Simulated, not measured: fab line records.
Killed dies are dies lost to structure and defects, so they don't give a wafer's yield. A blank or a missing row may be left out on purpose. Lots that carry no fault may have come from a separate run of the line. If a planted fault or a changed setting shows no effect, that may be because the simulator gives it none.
A lot that was struck, set against a sound lot :: flow sky130 :: 22 out of 708 route steps
Sound: these wafers, L387.2, L387.3, L387.5. Struck: wafers L404.2, L404.4, L404.5. At the end, the cause is stated.
Order at every step that has rows: each side's tool, ch and its chambers, its first start. Under that, the readings that differ: sound wafers :: struck wafers :: difference of the means :: sigmas: that difference in standard deviations of wafers without a fault.
alike: words and numbers the same on both sides, and readings whose means are apart by under 2 such deviations; not compared: readings that were withheld, readings missing a value for some wafer, numbers with overlapping values and no deviation given by the record, and bounds like >300 which may hide the same value.
Wherever a step has rows on one side only, a row that says differs or no value, or a row with sigmas, the two part there. Numbers that have no deviation but don't overlap get no sigmas and don't part them. A reading that every wafer of one side lacks parts them only if that side has two wafers or more.

first, 2 steps without rows for these wafers: SKY_RES_PROTECT_DEVELOP_06 (develop time 60 s); SKY_POLY_GATE_IMPLANT_02.
SKY_RES_PROTECT_STRIP_07: strips in O2/N2.
  sound on plasma asher-04 ch 0,1, day 16 01:52; struck on plasma asher-03 ch 0,1, day 22 11:02
  alike: drypump motor current A, oes product au, strip time to endpoint s
  not compared: rf hours counter h
SKY_RES_PROTECT_TW_MEAS_08:
  sound: film metro-01 at day 16 01:59; struck: film metro-03 at day 22 11:09
  alike: POLY_GATE_TW
then, 2 steps without rows for these wafers: SKY_RES_PROTECT_CLEAN_09 (cleans in SC1/SC2, time 150 s); SKY_POLY_GATE_CVD_03 (deposits Si3N4 from DCS/NH3, target thk 75 nm, time 1290 s).
SKY_POLY_GATE_THK_MEAS_04:
  sound: film metro-04 at day 16 04:51; struck: film metro-01 at day 22 12:47
  alike: POLY_GATE_CVD_03_THK
then, 5 steps without rows for these wafers: SKY_POLY_GATE_DEHYDRATE_05 (time 60 s); SKY_POLY_GATE_HMDS_06 (prime time 60 s); SKY_POLY_GATE_COAT_07 (resist thk 110 nm); SKY_POLY_GATE_COAT_08 (resist thk 450 nm); SKY_POLY_GATE_SOFTBAKE_09 (time 90 s).
SKY_POLY_GATE_EXPOSE_10: exposes mask P1M, target cd 150 nm.
  sound on krf scanner-02 ch 0, day 16 19:22; struck on krf scanner-02 ch 0, day 23 03:13
reading: exposure dose mJ cm2
sound: 27.99 27.95 27.96
struck: 27.06 27.04 27.12
difference: -0.89
sigmas: -28
  alike: mask
then, 2 steps without rows for these wafers: SKY_POLY_GATE_PEB_11; SKY_POLY_GATE_DEVELOP_12 (develop time 60 s).
SKY_POLY_GATE_CD_MEAS_13: target cd 150 nm.
  sound: cd sem-02 at day 17 10:43; struck: cd sem-01 at day 23 17:55
reading: cd nm (nm)
sound: 150.0 150.3 151.3
struck: 154.4 153.5 155.4
difference: +3.9
sigmas: +3
SKY_POLY_GATE_OVL_MEAS_14:
  sound: overlay-01 at day 17 10:49; struck: overlay-02 at day 23 18:02
  alike: POLY_GATE_OVL
SKY_POLY_GATE_ETCH_15: etches BARC in N2/H2, stops on SiO2, time 118.5 s, target depth 110 nm.
  sound on rie diel-04 ch 0,1,2, day 17 10:51; struck on rie diel-04 ch 1,2, day 23 18:04
  alike: bias w, drypump motor current A, oes product au, rf fwd power W, throttle valve pct
  not compared: rf hours counter h, model.POLY_GATE.cd nm
SKY_POLY_GATE_ETCH_16: etches Si3N4 in CH3F/O2, stops on poly-Si, time 147.5 s, target depth 75 nm.
  sound on rie diel-04 ch 0,1,2, day 17 10:56; struck on rie diel-04 ch 1,2, day 23 18:11
  alike: bias w, drypump motor current A, oes product au, rf fwd power W, throttle valve pct
  not compared: rf hours counter h
SKY_POLY_GATE_ETCH_17: etches poly-Si in HBr/Cl2, stops on SiO2, target depth 180 nm, time 70.5 s.
  sound on rie si-01 ch 1,3, day 17 11:02; struck on rie si-02 ch 1,2,3, day 23 18:20
reading: model.POLY_GATE.cd nm (nm)
sound: 150.3 149.5 152.2
struck: 152.5 153.1 154.3
difference: +2.6
sigmas: 
  alike: bias w, drypump motor current A, oes product au, rf fwd power W, throttle valve pct
  not compared: rf hours counter h
SKY_POLY_GATE_STRIP_18: strips in O2/N2.
  sound on plasma asher-02 ch 0,1, day 17 11:05; struck on plasma asher-04 ch 0,1, day 23 18:23
  alike: drypump motor current A, oes product au, strip time to endpoint s
  not compared: rf hours counter h
-- record jumps: 27 days separate the struck wafers' starts on either side; left off in module POLY_GATE, taken up again in module PAD_OPEN, whose first shown step is the route's number 708 --
SKY_PAD_OPEN_PROBE_99:
  sound: prober-01 at day 46 13:10; struck: prober-02 at day 50 08:34
reading: model.etest.nfet_01v8.r on ohm um
sound: 864.6 861.6 887.3
struck: 838.4 851.8 857.7
difference: -21.9
sigmas: 

reading: model.etest.res poly.width nm (nm)
sound: 94.9 94.37 96.3
struck: 96.75 98.13 99.13
difference: +2.81
sigmas: 
  alike: killed_at_M0_to_M3, killed_at_M4_up, killed at contacts, killed at front end, killed at other, killed dies, killed open, killed short
  not compared: model.etest.pfet_01v8.r on ohm um, model.etest.res poly.line ohm um, model.etest.sonos uncharged.r on ohm um, model.etest.pfet_01v8.drive ua um, model.etest.res xhigh po.width nm, model.etest.res high po.width nm

## WHERE THEY PART
First at SKY_POLY_GATE_EXPOSE_10; last, within this record, at SKY_POLY_GATE_CD_MEAS_13. Later steps at which nothing parts them and some readings are alike: SKY_POLY_GATE_OVL_MEAS_14, SKY_POLY_GATE_ETCH_15, SKY_POLY_GATE_ETCH_16, SKY_POLY_GATE_ETCH_17, SKY_POLY_GATE_STRIP_18, SKY_PAD_OPEN_PROBE_99.

WHY: what the simulator had put in
Drift in process parameters on krf scanner-02 at SKY_POLY_GATE_EXPOSE_10, starting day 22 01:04. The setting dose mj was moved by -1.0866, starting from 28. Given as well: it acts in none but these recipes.
